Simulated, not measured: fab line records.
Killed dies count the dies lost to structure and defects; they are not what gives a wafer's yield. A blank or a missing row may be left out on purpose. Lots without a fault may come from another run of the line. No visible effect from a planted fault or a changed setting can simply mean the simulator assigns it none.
Chamber matching || flow sky130 || 4 sister chambers for SKY_VIA2_CMP_02 on cmp-02
The step polishes SiO2. 7 wafers are shown with their chamber, then 8 later ones without.

EACH WAFER AND ITS CHAMBER
{"wafer": "L699.3", "chamber": 1, "motor current A (A)": 13.3}
{"wafer": "L709.2", "chamber": 3, "motor current A (A)": 10.5}
{"wafer": "L709.4", "chamber": 0, "motor current A (A)": 13.1}
{"wafer": "L711.2", "chamber": 3, "motor current A (A)": 11.2}
{"wafer": "L711.3", "chamber": 2, "motor current A (A)": 11.5}
{"wafer": "L711.4", "chamber": 0, "motor current A (A)": 13.3}
{"wafer": "L713.3", "chamber": 2, "motor current A (A)": 11.7}

WAFERS WITHOUT THEIR CHAMBER
{"wafer": "L713.5", "motor current A (A)": 11.2}
{"wafer": "L713.6", "motor current A (A)": 11.7}
{"wafer": "L714.1", "motor current A (A)": 11.9}
{"wafer": "L714.3", "motor current A (A)": 13.1}
{"wafer": "L714.6", "motor current A (A)": 12.7}
{"wafer": "L719.4", "motor current A (A)": 10.5}
{"wafer": "L719.5", "motor current A (A)": 11.4}
{"wafer": "L719.6", "motor current A (A)": 14.0}

THE CHAMBER EACH PASSED THROUGH
{"wafer": "L713.5", "from the rows above": "can't be placed: 3 or 2", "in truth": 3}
{"wafer": "L713.6", "from the rows above": 2, "in truth": 2}
{"wafer": "L714.1", "from the rows above": 2, "in truth": 2}
{"wafer": "L714.3", "from the rows above": "can't be placed: 0 or 1", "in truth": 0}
{"wafer": "L714.6", "from the rows above": "can't be placed: 0 or 1 or 2", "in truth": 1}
{"wafer": "L719.4", "from the rows above": 3, "in truth": 3}
{"wafer": "L719.5", "from the rows above": "can't be placed: 2 or 3", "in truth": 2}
{"wafer": "L719.6", "from the rows above": "can't be placed: 1 or 0", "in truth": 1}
Correctly placed: 3 of 8. Unplaceable from these rows: 5, with the true chamber sitting among the candidates in 5. Wrongly placed: 0.
How it was worked out, from the rows above alone: a wafer's distance from a chamber is the root of the sum, over the readings, of the square of ((its reading less the chamber's mean) divided by the reading's scatter). If the next closest chamber is less than 2 further off than the closest, the wafer can't be placed; otherwise it belongs to the closest. For every chamber, the mean is computed from those of its wafers that are shown. The scatter: the root of (the sum of the squares of (reading less its chamber's mean) over the shown wafers, divided by (wafers less chambers)).
